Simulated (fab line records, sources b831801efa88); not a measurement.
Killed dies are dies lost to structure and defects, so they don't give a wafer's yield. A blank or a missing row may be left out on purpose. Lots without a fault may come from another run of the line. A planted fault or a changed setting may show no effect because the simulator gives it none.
A struck lot beside a sound one | flow sky130 | 15 steps out of a route of 708
Sound: wafers L827.1, L827.4, L827.6. Struck: wafers L838.2, L838.3, L838.4. The cause comes at the end.
At each step with rows: each side's tool, then ch and its chambers, then its first start. Under that, the readings that differ: sound wafers | struck wafers | difference of the means | sigmas: that difference in standard deviations of wafers without a fault.
alike: readings whose means differ by less than 2 such deviations, and words and numbers that are the same on both sides. not compared: withheld readings, readings that some wafer has no value for, bounds like >300 that may hide the same value, and numbers for which the record gives no deviation and whose values overlap.
The two part at a step that has a row with sigmas, a row that says differs or no value, or rows on one side only. Numbers that don't overlap but have no deviation are shown without sigmas and don't part them. A reading that every wafer of one side lacks parts them only if that side has two wafers or more.

first, 1 step without rows for these wafers: SKY_VIA1_ETCH_14 (etches BARC in N2/H2, stops on SiO2, time 45.9 s, target depth 60 nm).
SKY_VIA1_ETCH_15: etches SiO2 in C4F8/O2/Ar, stops on TiN, target depth 351 nm, time 54 s.
  sound on rie_diel-02 ch 0,3, day 34 20:15; struck on rie_diel-01 ch 0,2,3, day 38 13:31
  alike: oes_product_au
  not compared: rf_hours_counter_h
SKY_VIA1_STRIP_16: strips in O2/N2.
  sound on plasma_asher-02 ch 0, day 34 20:18; struck on plasma_asher-02 ch 0,1, day 38 13:34
  reading                     | sound       | struck      | difference | sigmas
  drypump_motor_current_A (A) | 6.6 6.6 6.6 | 4.8 4.9 6.5 | -1.2       | -2
  alike: oes_product_au, strip_time_to_endpoint_s
  not compared: rf_hours_counter_h
then, 5 steps without rows for these wafers: SKY_VIA1_STRIP_17 (strips in post etch residue remover, time 1200 s); SKY_VIA1_CLEAN_18 (cleans in IPA, time 180 s); SKY_VIA1_CLEAN_19 (cleans in O3/DIW); SKY_VIA1_SPUTTER_20 (material TiN, target thk 20 nm, time 80 s); SKY_VIA1_CVD_21 (deposits W, target thk 270 nm, time 80.902 s).
SKY_VIA1_RS_MEAS_22: measures by four-point-probe.
  sound on film_metro-04, day 34 21:02; struck on film_metro-02, day 38 14:20
  alike: VIA1_W_RS
SKY_VIA1_THK_MEAS_23: measures by xrf.
  sound on film_metro-04, day 34 21:10; struck on film_metro-02, day 38 14:27
  alike: VIA1_W_THK
SKY_VIA1_CMP_24: polishes, stops on SiO2, t overpolish 15 s, target thk 0 nm.
  sound on cmp-02 ch 0,3, day 34 21:13; struck on cmp-02 ch 0,1,3, day 38 14:30
  alike: edge_zone_pressure_frac, motor_current_A, overpolish_run_s, time_to_endpoint_s
SKY_METAL2_SPUTTER_00: material Ti, target thk 15 nm, time 10 s.
  sound on pvd_sputter-04, day 34 21:31; struck on pvd_sputter-04, day 38 14:48
  alike: cathode_dc_power_W, throttle_valve_pct
SKY_METAL2_SPUTTER_01: material TiN, target thk 20 nm, time 16.7 s.
  sound on pvd_sputter-04, day 34 21:33; struck on pvd_sputter-04, day 38 14:49
  reading                                    | sound             | struck            | difference | sigmas
  model.TiN_of_METAL2_SPUTTER_01.thk_nm (nm) | 20.36 20.06 20.22 | 23.33 23.01 22.91 | +2.87      |
  alike: cathode_dc_power_W, throttle_valve_pct
SKY_METAL2_SPUTTER_02: material AlCu, target thk 250 nm, time 13.3 s.
  sound on pvd_sputter-04, day 34 21:34; struck on pvd_sputter-04, day 38 14:51
  alike: cathode_dc_power_W, throttle_valve_pct
-- the record jumps here: 11 days lie between the struck wafers' starts before and after (it left off in module METAL2 and takes up again in module PAD_OPEN, whose first step shown is number 708 of the route) --
SKY_PAD_OPEN_PROBE_99:
  sound on prober-01, day 46 11:14; struck on prober-01, day 49 06:53
  alike: defect_limited_yield, killed_at_M0_to_M3, killed_at_M4_up, killed_at_contacts, killed_at_front_end, killed_at_other, killed_dies, killed_open, killed_short, sort_bin_3_pad_short, sort_bin_5_function, sort_bin_6_memory, sort_n_pass, sort_yield_pct

WHERE THEY PART
Only at SKY_VIA1_STRIP_16, within this record. Later steps at which nothing parts them and some readings are alike: SKY_VIA1_RS_MEAS_22, SKY_VIA1_THK_MEAS_23, SKY_VIA1_CMP_24, SKY_METAL2_SPUTTER_00, SKY_METAL2_SPUTTER_01, SKY_METAL2_SPUTTER_02, SKY_PAD_OPEN_PROBE_99.

WHY: what the simulator had put in
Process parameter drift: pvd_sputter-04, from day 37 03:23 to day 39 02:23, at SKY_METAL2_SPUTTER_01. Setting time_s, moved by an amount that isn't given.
